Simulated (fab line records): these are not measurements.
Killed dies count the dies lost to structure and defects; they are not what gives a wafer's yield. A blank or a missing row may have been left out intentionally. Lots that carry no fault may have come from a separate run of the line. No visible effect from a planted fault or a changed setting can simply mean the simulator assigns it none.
fab line records | flow sky130
record: lots: 6 | wafers: 18 | last_day: 50
route steps=708 shown POLY_CUT@307 PAD_OPEN@708
lots untouched by any fault: they come from a run of this same line in which no faults occurred
start_h: hours from the record's first day to the start of the lot's first wafer shown | wait_h: hours since the lot's step before | " repeats the value in the row above | L1.1+2: several wafers, shown together as one row | - no value, or no start was given | * or withheld: withheld | < > ~ a bound
route shown NAME@n: NAME is a module with steps in the file, n the number in the route of the first one | usual: the fault-free wafers' mean and standard deviation | same: alike in all rows | chamber/n: place in a boat | sites: each site's reading | _std_site: their standard deviation | _edge_site: the outer-site mean with the inner-site mean subtracted | radius_mm: how far each site lies from the wafer's centre | mask NAME#n: copy n | behind: the last tool/chamber to shape the wafer | hold: reason for holding the lot/hours on hold/outcome of the hold | device: transistor that didn't switch, given as n, p or np | end of line: at the end of the route, the tests of the same wafers | where a step has no rows: the recipe by itself | killed: count of dies lost to structure and defects at first sort (not the wafer's yield) | map: the dies of a wafer, with x for killed, . for not killed, _ for no die there
set.NAME: the run value of the setting; set.NAME@STEP: its run value at that earlier step | model.NAME: the simulator's own value behind a step, which no gauge read
lots seen at some steps along the route; tables by step, rows by wafer
services: from which hour (start_h, from the record's first day; less than 0 if before it) a tool's chamber was out of use, for how many hours, and why
== steps ==
step: SKY_POLY_CUT_DEHYDRATE_00
recipe: temp_c: 200 | time_s: 60
step: SKY_POLY_CUT_HMDS_01
recipe: prime_time_s: 60 | prime_temp_c: 120
step: SKY_POLY_CUT_COAT_02
recipe: resist: BARC | temp_c: withheld | time_s: withheld | spin_rpm: 3000 | resist_thk_nm: 60
step: SKY_POLY_CUT_COAT_03
recipe: resist: KrF-thick | spin_rpm: 3000 | resist_thk_nm: 450
step: SKY_POLY_CUT_SOFTBAKE_04
recipe: temp_c: 100 | time_s: 90 | resist: KrF-thick
step: SKY_POLY_CUT_EXPOSE_05
recipe: mask_id: NPCM | na: 0.8 | source_shape: annular | sigma_inner: 0.55 | sigma_outer: 0.85 | target_cd_nm: 270 | dose_mj: 32.26
step: SKY_POLY_CUT_PEB_06
recipe: peb_temp_c: withheld | peb_time_s: withheld | resist: KrF-thick
step: SKY_POLY_CUT_DEVELOP_07
recipe: develop_time_s: 60 | resist: KrF-thick | dev_temp_c: 21
step: SKY_POLY_CUT_CD_MEAS_08
recipe: target_cd_nm: 270
usual: cd_nm: 270.2/1.3
lot.wafer | tool      | chamber | start_h | wait_h | cd_nm
L284.1    | cd_sem-01 | -       | 596.27  | -      | 269.5
L284.3    | "         | -       | "       | "      | 271.5
L284.4    | "         | -       | "       | "      | 271.6
L286.2    | cd_sem-01 | -       | 621.49  | -      | 270.9
L286.3    | "         | -       | "       | "      | 270.4
L286.6    | "         | -       | "       | "      | 270.1
L287.3    | cd_sem-01 | -       | 626.16  | -      | 271.9
L287.5    | "         | -       | "       | "      | 271.7
L287.6    | "         | -       | "       | "      | 270.1
L295.2    | cd_sem-02 | -       | 706.96  | -      | 270.4
L295.3    | "         | -       | "       | "      | 271.1
L295.6    | "         | -       | "       | "      | 270.9
L296.1    | cd_sem-01 | -       | 709.69  | -      | 268.7
L296.2    | "         | -       | "       | "      | 269.8
L296.4    | "         | -       | "       | "      | 270.3
L300.1    | cd_sem-01 | -       | 724.62  | -      | 273.4
L300.2    | "         | -       | "       | "      | 273.6
L300.4    | "         | -       | "       | "      | 272.0
step: SKY_POLY_CUT_OVL_MEAS_09
usual: POLY_CUT_OVL: -2/4.6
lot.wafer | tool       | chamber | start_h | wait_h | POLY_CUT_OVL[nm]
L284.1    | overlay-01 | -       | 596.39  | 0.1    | 4
L284.3    | "          | -       | "       | "      | 6
L284.4    | "          | -       | "       | "      | 7
L286.2    | overlay-01 | -       | 621.60  | 0.1    | -1
L286.3    | "          | -       | "       | "      | -2
L286.6    | "          | -       | "       | "      | -3
L287.3    | overlay-02 | -       | 626.26  | 0.1    | -2
L287.5    | "          | -       | "       | "      | 2
L287.6    | "          | -       | "       | "      | -2
L295.2    | overlay-02 | -       | 707.07  | 0.1    | -5
L295.3    | "          | -       | "       | "      | -1
L295.6    | "          | -       | "       | "      | -1
L296.1    | overlay-01 | -       | 709.81  | 0.1    | -9
L296.2    | "          | -       | "       | "      | -2
L296.4    | "          | -       | "       | "      | -2
L300.1    | overlay-02 | -       | 724.74  | 0.1    | 0
L300.2    | "          | -       | "       | "      | -4
L300.4    | "          | -       | "       | "      | -2
step: SKY_POLY_CUT_ETCH_10
recipe: chemistry: N2/H2 | target: BARC | ion_energy_ev: 200 | source_w: 500 | bias_w: 100 | pressure_mtorr: 30 | n2_flow_sccm: 100 | h2_flow_sccm: 200 | stop_on: SiO2 | time_s: 45.9 | target_depth_a: 600
usual: drypump_motor_current_A: 5.5/0.38 | oes_product_au: 0.854/0.0042 | throttle_valve_pct: 13.225/0.009
same: time_s: 45.9
lot.wafer | tool        | chamber | start_h | wait_h | drypump_motor_current_A | oes_product_au | rf_hours_counter_h | throttle_valve_pct
L284.1    | rie_diel-03 | 3       | 596.43  | 0.0    | 5.4                     | 0.857          | 5                  | 13.229
L284.3    | "           | 2       | "       | "      | 5.1                     | 0.859          | 17                 | 13.229
L284.4    | "           | 0       | "       | "      | 5.9                     | 0.855          | 22                 | 13.223
L286.2    | rie_diel-03 | 2       | 621.63  | 0.0    | 5.1                     | 0.848          | 17                 | 13.230
L286.3    | "           | 1       | "       | "      | 5.4                     | 0.861          | 3                  | 13.224
L286.6    | "           | 0       | "       | "      | 5.9                     | 0.857          | -                  | 13.229
L287.3    | rie_diel-01 | 1       | 626.28  | 0.0    | 5.8                     | 0.858          | 6                  | 13.229
L287.5    | "           | 0       | "       | "      | 5.5                     | 0.849          | -                  | 13.230
L287.6    | "           | 1       | "       | "      | 5.8                     | 0.850          | -                  | 13.211
L295.2    | rie_diel-01 | 3       | 707.10  | 0.0    | 5.3                     | 0.855          | 8                  | 13.221
L295.3    | "           | 1       | "       | "      | 5.8                     | 0.860          | 7                  | 13.234
L295.6    | "           | 1       | "       | "      | 5.8                     | 0.855          | -                  | 13.207
L296.1    | rie_diel-01 | 1       | 709.85  | 0.0    | 5.8                     | 0.861          | 7                  | 13.236
L296.2    | "           | 3       | "       | "      | 5.3                     | 0.852          | 8                  | 13.229
L296.4    | "           | 2       | "       | "      | 6.3                     | 0.846          | 15                 | 13.235
L300.1    | rie_diel-03 | 2       | 724.78  | 0.0    | 5.1                     | 0.856          | 21                 | 13.236
L300.2    | "           | 0       | "       | "      | 5.9                     | 0.850          | 25                 | 13.219
L300.4    | "           | 3       | "       | "      | 5.4                     | 0.850          | 9                  | 13.238
step: SKY_POLY_CUT_ETCH_11
recipe: target: Si3N4 | chemistry: CF4/CH2F2/Ar | stop_on: poly-Si | source_w: 600 | bias_w: 150 | pressure_mtorr: 40 | cf4_flow_sccm: 40 | ch2f2_flow_sccm: 20 | Ar_flow_sccm: 150 | time_s: 42.5 | target_depth_a: 600
usual: cf4_flow_sccm: 40.01/0.12 | drypump_motor_current_A: 5.5/0.38 | oes_product_au: 0.829/0.0058 | throttle_valve_pct: 14.995/0.009
same: time_s: 42.5
lot.wafer | tool        | chamber | start_h | wait_h | cf4_flow_sccm | drypump_motor_current_A | oes_product_au | rf_hours_counter_h | throttle_valve_pct
L284.1    | rie_diel-03 | 3       | 596.47  | 0.0    | 40.01         | 5.4                     | 0.846          | 6                  | 14.985
L284.3    | "           | 2       | "       | "      | 40.17         | 5.1                     | 0.839          | 17                 | 14.983
L284.4    | "           | 0       | "       | "      | 40.23         | 6.0                     | 0.836          | 22                 | 14.982
L286.2    | rie_diel-03 | 2       | 621.67  | 0.0    | 39.96         | 5.1                     | 0.835          | 17                 | 15.009
L286.3    | "           | 1       | "       | "      | 40.03         | 5.4                     | 0.836          | 3                  | 14.991
L286.6    | "           | 0       | "       | "      | 40.05         | 5.9                     | 0.827          | -                  | 15.011
L287.3    | rie_diel-01 | 1       | 626.32  | 0.0    | 39.86         | 5.8                     | 0.831          | 6                  | 15.001
L287.5    | "           | 0       | "       | "      | 40.06         | 5.5                     | 0.825          | -                  | 14.980
L287.6    | "           | 1       | "       | "      | 39.97         | 5.8                     | 0.821          | -                  | 15.006
L295.2    | rie_diel-01 | 3       | 707.14  | 0.0    | 40.04         | 5.3                     | 0.829          | 8                  | 14.996
L295.3    | "           | 1       | "       | "      | 40.01         | 5.8                     | 0.827          | 7                  | 14.994
L295.6    | "           | 1       | "       | "      | 40.03         | 5.8                     | 0.826          | -                  | 14.986
L296.1    | rie_diel-01 | 1       | 709.89  | 0.0    | 40.05         | 5.8                     | 0.825          | 7                  | 15.000
L296.2    | "           | 3       | "       | "      | 39.91         | 5.3                     | 0.830          | 8                  | 14.986
L296.4    | "           | 2       | "       | "      | 39.91         | 6.3                     | 0.819          | 15                 | 14.979
L300.1    | rie_diel-03 | 2       | 724.82  | 0.0    | 40.12         | 5.1                     | 0.833          | 21                 | 14.993
L300.2    | "           | 0       | "       | "      | 39.87         | 5.9                     | 0.825          | 25                 | 15.002
L300.4    | "           | 3       | "       | "      | 39.71         | 5.4                     | 0.823          | 9                  | 14.998
step: SKY_POLY_CUT_STRIP_12
recipe: chemistry: O2/N2 | power_w: 1400 | pressure_mtorr: 1500 | platen_temp_c: withheld | o2_flow_sccm: 3000 | n2_flow_sccm: 300 | overash_fraction: 0.5
usual: chamber_pressure_mTorr: 1500.0/1.4 | drypump_motor_current_A: 6.0/0.35 | oes_product_au: 0.452/0.0042 | strip_time_to_endpoint_s: 5.351/0.02
lot.wafer | tool            | chamber | start_h | wait_h | chamber_pressure_mTorr | drypump_motor_current_A | oes_product_au | rf_hours_counter_h | strip_time_to_endpoint_s | model.KrF-thick_of_POLY_CUT_COAT_03.thk_nm
L284.1    | plasma_asher-01 | 1       | 596.51  | 0.0    | 1501.4                 | 6.2                     | 0.449          | 46                 | 5.356                    | 0
L284.3    | "               | 0       | "       | "      | 1501.9                 | 5.4                     | 0.451          | -                  | 5.347                    | 0
L284.4    | "               | 1       | "       | "      | 1500.5                 | 6.2                     | 0.446          | -                  | 5.345                    | 0
L286.2    | plasma_asher-03 | 1       | 621.71  | 0.0    | -                      | -                       | -              | -                  | -                        | 411.3
L286.3    | "               | 0       | "       | "      | -                      | -                       | -              | -                  | -                        | 410.1
L286.6    | "               | 0       | "       | "      | -                      | -                       | -              | -                  | -                        | 411.2
L287.3    | plasma_asher-04 | 0       | 626.40  | 0.1    | -                      | -                       | -              | -                  | -                        | 408.2
L287.5    | "               | 0       | "       | "      | -                      | -                       | -              | -                  | -                        | 408.5
L287.6    | "               | 1       | "       | "      | -                      | -                       | -              | -                  | -                        | 408.1
L295.2    | plasma_asher-04 | 0       | 707.18  | 0.0    | 1499.3                 | 6.2                     | 0.450          | 101                | 5.367                    | 0
L295.3    | "               | 0       | "       | "      | 1501.2                 | 6.2                     | 0.457          | -                  | 5.355                    | 0
L295.6    | "               | 1       | "       | "      | 1500.8                 | 5.6                     | 0.454          | -                  | 5.372                    | 0
L296.1    | plasma_asher-03 | 0       | 709.93  | 0.0    | 1503.0                 | 6.3                     | 0.450          | 25                 | 5.321                    | 0
L296.2    | "               | 1       | "       | "      | 1498.8                 | 5.9                     | 0.449          | 25                 | 5.332                    | 0
L296.4    | "               | 0       | "       | "      | 1499.6                 | 6.3                     | 0.454          | -                  | 5.328                    | 0
L300.1    | plasma_asher-01 | 0       | 724.86  | 0.0    | 1499.2                 | 5.4                     | 0.454          | 60                 | 5.341                    | 0
L300.2    | "               | 1       | "       | "      | 1503.8                 | 6.2                     | 0.452          | 60                 | 5.365                    | 0
L300.4    | "               | 1       | "       | "      | 1502.2                 | 6.2                     | 0.451          | -                  | 5.364                    | 0
step: SKY_PAD_OPEN_PROBE_99
usual: killed_at_M0_to_M3: 43/7.7 | killed_at_M4_up: 3.4/1.9 | killed_at_contacts: 25/5.6 | killed_at_front_end: 14/4.3 | killed_at_other: 0.2/0.5 | killed_dies: 86/10 | killed_on_rim: 17/4.1 | killed_open: 47/7.2 | killed_short: 39/6.7
same: gross_dies: 492 | killed_at_back_side: 0
lot.wafer | tool      | chamber | start_h | wait_h | killed_at_M0_to_M3 | killed_at_M4_up | killed_at_contacts | killed_at_front_end | killed_at_other | killed_dies | killed_on_rim | killed_open | killed_short
L284.1    | prober-02 | -       | 1105.35 | 0.1    | 37                 | 1               | 29                 | 11                  | 0               | 78          | 14            | 48          | 30
L284.3    | prober-02 | -       | 1105.45 | 0.2    | 47                 | 1               | 26                 | 11                  | 0               | 85          | 18            | 53          | 32
L284.4    | prober-02 | -       | 1105.50 | 0.2    | 62                 | 2               | 21                 | 16                  | 1               | 102         | 24            | 57          | 45
L286.2    | prober-02 | -       | 1120.38 | 0.1    | 47                 | 2               | 24                 | 419                 | 0               | 492         | 96            | 56          | 35
L286.3    | prober-02 | -       | 1120.43 | 0.2    | 37                 | 4               | 26                 | 425                 | 0               | 492         | 96            | 42          | 30
L286.6    | prober-02 | -       | 1120.58 | 0.2    | 42                 | 1               | 21                 | 428                 | 0               | 492         | 96            | 51          | 30
L287.3    | prober-01 | -       | 1128.20 | 0.2    | 40                 | 0               | 17                 | 435                 | 0               | 492         | 96            | 32          | 38
L287.5    | prober-01 | -       | 1128.30 | 0.2    | 50                 | 3               | 28                 | 411                 | 0               | 492         | 96            | 48          | 52
L287.6    | prober-01 | -       | 1128.35 | 0.2    | 30                 | 4               | 27                 | 431                 | 0               | 492         | 96            | 45          | 33
L295.2    | prober-02 | -       | 1174.95 | 0.1    | 59                 | 6               | 24                 | 15                  | 0               | 104         | 26            | 49          | 55
L295.3    | prober-02 | -       | 1175.00 | 0.2    | 50                 | 2               | 22                 | 20                  | 0               | 94          | 18            | 54          | 40
L295.6    | prober-02 | -       | 1175.15 | 0.2    | 49                 | 0               | 28                 | 11                  | 1               | 89          | 16            | 50          | 39
L296.1    | prober-01 | -       | 1179.50 | 0.1    | 54                 | 3               | 13                 | 17                  | 3               | 90          | 19            | 42          | 48
L296.2    | prober-01 | -       | 1179.55 | 0.1    | 44                 | 2               | 20                 | 15                  | 0               | 81          | 16            | 39          | 42
L296.4    | prober-01 | -       | 1179.65 | 0.2    | 46                 | 6               | 20                 | 14                  | 0               | 86          | 19            | 47          | 39
L300.1    | prober-02 | -       | 1189.35 | 0.1    | 50                 | 5               | 28                 | 12                  | 0               | 95          | 20            | 47          | 48
L300.2    | prober-02 | -       | 1189.40 | 0.1    | 45                 | 2               | 29                 | 11                  | 0               | 87          | 15            | 46          | 41
L300.4    | prober-02 | -       | 1189.50 | 0.2    | 48                 | 5               | 26                 | 8                   | 1               | 88          | 15            | 46          | 42
killed by level:class
L284.1 VIA1:geometric_particle:open=14 CONTACT:geometric_particle:open=11 CONTACT:geometric_particle:short=6 VIA2:geometric_particle:open=5 POLY_GATE:geometric_particle:open=4 METAL2:geometric_particle:short=4 LI_CONTACT:geometric_particle:open=4 LOCAL_INTERCONNECT:geometric_particle:short=4
L284.3 VIA1:geometric_particle:open=14 CONTACT:geometric_particle:open=11 VIA2:geometric_particle:open=9 LI_CONTACT:geometric_particle:open=6 CONTACT:geometric_particle:short=6 METAL1:geometric_particle:short=6 FIELD_ISO:geometric_particle:short=4 FIELD_ISO:geometric_particle:open=3
L284.4 VIA3:geometric_particle:open=12 VIA2:geometric_particle:open=11 VIA1:geometric_particle:open=10 LI_CONTACT:geometric_particle:open=8 METAL1:geometric_particle:short=7 VIA1:geometric_particle:short=7 POLY_GATE:geometric_particle:open=5 CONTACT:geometric_particle:open=5
L286.2 SD_P:area_strip=401 METAL2:geometric_particle:short=11 CONTACT:geometric_particle:open=9 VIA1:geometric_particle:open=8 LI_CONTACT:geometric_particle:open=8 VIA3:geometric_particle:open=8 VIA2:geometric_particle:open=6 POLY_GATE:geometric_particle:open=5
L286.3 SD_P:area_strip=420 CONTACT:geometric_particle:open=11 VIA1:geometric_particle:open=11 LI_CONTACT:geometric_particle:open=7 VIA3:geometric_particle:open=6 METAL1:geometric_particle:short=5 POLY_GATE:geometric_particle:short=4 LI_CONTACT:geometric_particle:short=3
L286.6 SD_P:area_strip=411 VIA1:geometric_particle:open=14 CONTACT:geometric_particle:open=7 LI_CONTACT:geometric_particle:open=5 LI_CONTACT:geometric_particle:short=5 VIA1:geometric_particle:short=5 METAL2:geometric_particle:short=5 FIELD_ISO:geometric_particle:short=4
L287.3 SD_P:area_strip=422 VIA1:geometric_particle:open=10 CONTACT:geometric_particle:short=6 METAL1:geometric_particle:short=6 METAL2:geometric_particle:short=6 FIELD_ISO:geometric_particle:short=5 CONTACT:geometric_particle:open=4 VIA1:geometric_particle:short=4
L287.5 SD_P:area_strip=392 FIELD_ISO:geometric_particle:short=9 METAL1:geometric_particle:short=9 VIA1:geometric_particle:open=8 CONTACT:geometric_particle:open=8 CONTACT:geometric_particle:short=8 VIA2:geometric_particle:open=8 LI_CONTACT:geometric_particle:open=6
L287.6 SD_P:area_strip=414 CONTACT:geometric_particle:open=10 LI_CONTACT:geometric_particle:open=8 LOCAL_INTERCONNECT:geometric_particle:short=7 POLY_GATE:geometric_particle:short=6 VIA1:geometric_particle:open=6 VIA2:geometric_particle:open=6 FIELD_ISO:geometric_particle:open=5
L295.2 VIA1:geometric_particle:open=14 METAL2:geometric_particle:short=11 CONTACT:geometric_particle:open=7 METAL1:geometric_particle:short=7 CONTACT:geometric_particle:short=6 FIELD_ISO:geometric_particle:open=5 METAL4:geometric_particle:short=5 LI_CONTACT:geometric_particle:open=5
L295.3 VIA1:geometric_particle:open=15 CONTACT:geometric_particle:open=8 METAL2:geometric_particle:short=8 VIA1:geometric_particle:short=7 VIA2:geometric_particle:open=7 FIELD_ISO:geometric_particle:open=6 POLY_GATE:geometric_particle:short=6 VIA3:geometric_particle:open=6
L295.6 CONTACT:geometric_particle:open=16 VIA1:geometric_particle:open=9 VIA3:geometric_particle:open=7 CONTACT:geometric_particle:short=6 VIA2:geometric_particle:short=5 VIA2:geometric_particle:open=5 METAL3:geometric_particle:short=5 METAL2:geometric_particle:short=5
L296.1 METAL1:geometric_particle:short=12 VIA3:geometric_particle:open=7 VIA1:geometric_particle:open=7 VIA3:geometric_particle:short=6 METAL2:geometric_particle:short=6 VIA1:geometric_particle:short=5 FIELD_ISO:geometric_particle:open=4 POLY_GATE:geometric_particle:open=4
L296.2 VIA2:geometric_particle:open=7 VIA1:geometric_particle:open=7 LI_CONTACT:geometric_particle:open=6 LOCAL_INTERCONNECT:geometric_particle:short=6 VIA3:geometric_particle:open=5 METAL1:geometric_particle:short=5 POLY_GATE:geometric_particle:open=4 CONTACT:geometric_particle:open=4
L296.4 CONTACT:geometric_particle:open=9 VIA1:geometric_particle:open=9 FIELD_ISO:geometric_particle:open=7 VIA3:geometric_particle:open=7 METAL1:geometric_particle:short=7 VIA2:geometric_particle:open=6 METAL2:geometric_particle:short=5 LOCAL_INTERCONNECT:geometric_particle:short=4
L300.1 VIA1:geometric_particle:open=12 CONTACT:geometric_particle:open=12 CONTACT:geometric_particle:short=9 VIA1:geometric_particle:short=8 VIA2:geometric_particle:short=8 METAL2:geometric_particle:short=6 FIELD_ISO:geometric_particle:open=5 VIA2:geometric_particle:open=4
L300.2 VIA1:geometric_particle:open=11 CONTACT:geometric_particle:open=10 LI_CONTACT:geometric_particle:open=8 VIA2:geometric_particle:open=7 METAL2:geometric_particle:short=6 VIA2:geometric_particle:short=6 LOCAL_INTERCONNECT:geometric_particle:short=5 METAL1:geometric_particle:short=5
L300.4 VIA1:geometric_particle:open=10 CONTACT:geometric_particle:open=9 CONTACT:geometric_particle:short=8 VIA2:geometric_particle:open=8 VIA3:geometric_particle:open=7 VIA1:geometric_particle:short=5 VIA2:geometric_particle:short=4 FIELD_ISO:geometric_particle:open=3
map L286.2 (x killed, . not)
__________xxxxxxxxxx_________
________xxxxxxxxxxxxxx_______
______xxxxxxxxxxxxxxxxxx_____
_____xxxxxxxxxxxxxxxxxxxx____
____xxxxxxxxxxxxxxxxxxxxxx___
___xxxxxxxxxxxxxxxxxxxxxxxx__
__xxxxxxxxxxxxxxxxxxxxxxxxxx_
_xxxxxxxxxxxxxxxxxxxxxxxxxxxx
_xxxxxxxxxxxxxxxxxxxxxxxxxxxx
_xxxxxxxxxxxxxxxxxxxxxxxxxxxx
_xxxxxxxxxxxxxxxxxxxxxxxxxxxx
_xxxxxxxxxxxxxxxxxxxxxxxxxxxx
_xxxxxxxxxxxxxxxxxxxxxxxxxxxx
_xxxxxxxxxxxxxxxxxxxxxxxxxxxx
_xxxxxxxxxxxxxxxxxxxxxxxxxxxx
__xxxxxxxxxxxxxxxxxxxxxxxxxx_
___xxxxxxxxxxxxxxxxxxxxxxxx__
____xxxxxxxxxxxxxxxxxxxxxx___
_____xxxxxxxxxxxxxxxxxxxx____
______xxxxxxxxxxxxxxxxxx_____
________xxxxxxxxxxxxxx_______
__________xxxxxxxxxx_________
map L287.3 (x killed, . not)
__________xxxxxxxxxx_________
________xxxxxxxxxxxxxx_______
______xxxxxxxxxxxxxxxxxx_____
_____xxxxxxxxxxxxxxxxxxxx____
____xxxxxxxxxxxxxxxxxxxxxx___
___xxxxxxxxxxxxxxxxxxxxxxxx__
__xxxxxxxxxxxxxxxxxxxxxxxxxx_
_xxxxxxxxxxxxxxxxxxxxxxxxxxxx
_xxxxxxxxxxxxxxxxxxxxxxxxxxxx
_xxxxxxxxxxxxxxxxxxxxxxxxxxxx
_xxxxxxxxxxxxxxxxxxxxxxxxxxxx
_xxxxxxxxxxxxxxxxxxxxxxxxxxxx
_xxxxxxxxxxxxxxxxxxxxxxxxxxxx
_xxxxxxxxxxxxxxxxxxxxxxxxxxxx
_xxxxxxxxxxxxxxxxxxxxxxxxxxxx
__xxxxxxxxxxxxxxxxxxxxxxxxxx_
___xxxxxxxxxxxxxxxxxxxxxxxx__
____xxxxxxxxxxxxxxxxxxxxxx___
_____xxxxxxxxxxxxxxxxxxxx____
______xxxxxxxxxxxxxxxxxx_____
________xxxxxxxxxxxxxx_______
__________xxxxxxxxxx_________
== services ==
tool            | chamber | start_h | hours | kind
rie_diel-01     | 2       | 579.01  | 5.2   | repair
plasma_asher-03 | -       | 579.54  | 2.8   | pm
plasma_asher-04 | -       | 616.64  | 4.3   | repair
rie_diel-03     | 1       | 628.60  | 11.6  | repair
rie_diel-03     | 0       | 632.41  | 2.9   | repair
plasma_asher-03 | -       | 648.99  | 1.8   | repair
rie_diel-01     | -       | 678.21  | 0.6   | repair
plasma_asher-01 | -       | 690.61  | 2.8   | pm
== key ==
first_sign: step: SKY_POLY_CUT_STRIP_12 | reading: tool_record | direction: missing
effect: step: SKY_PAD_OPEN_PROBE_99 | reading: killed_at_front_end | direction: up | sigmas: 95 | usual: 14 | struck: 425
model_effect: step: SKY_POLY_CUT_STRIP_12 | value: KrF-thick_of_POLY_CUT_COAT_03.thk_nm | without: 0 | struck: 409.6
more_kills_born_at: SKY_POLY_CUT_STRIP_12@plasma_asher-03: 1232 | SKY_POLY_CUT_STRIP_12@plasma_asher-04: 1228
met_at SKY_POLY_CUT_STRIP_12
struck_wafers L286.2,L286.3,L286.6,L287.3,L287.5,L287.6
later_rows_left_out L286.2,L286.3,L286.6,L287.3,L287.5,L287.6
tester_left_out L286,L287
fault: kind: skipped_step_whole | tool: plasma_asher-03,plasma_asher-04 | chamber: - | onset_h: 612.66 | steps: SKY_POLY_CUT_STRIP_12 | scope: struck_lots_only
tester_left_out: of these lots the tester's yield and bins aren't shown, on N5 and GAA mostly nor the transistor test; their killed dies are dies lost to structure and defects alone, not to doping, threshold or leakage, so they don't give the yield
later_rows_left_out: the simulator's readings of these wafers behind a module that went badly wrong aren't trusted and aren't shown, but for the sort
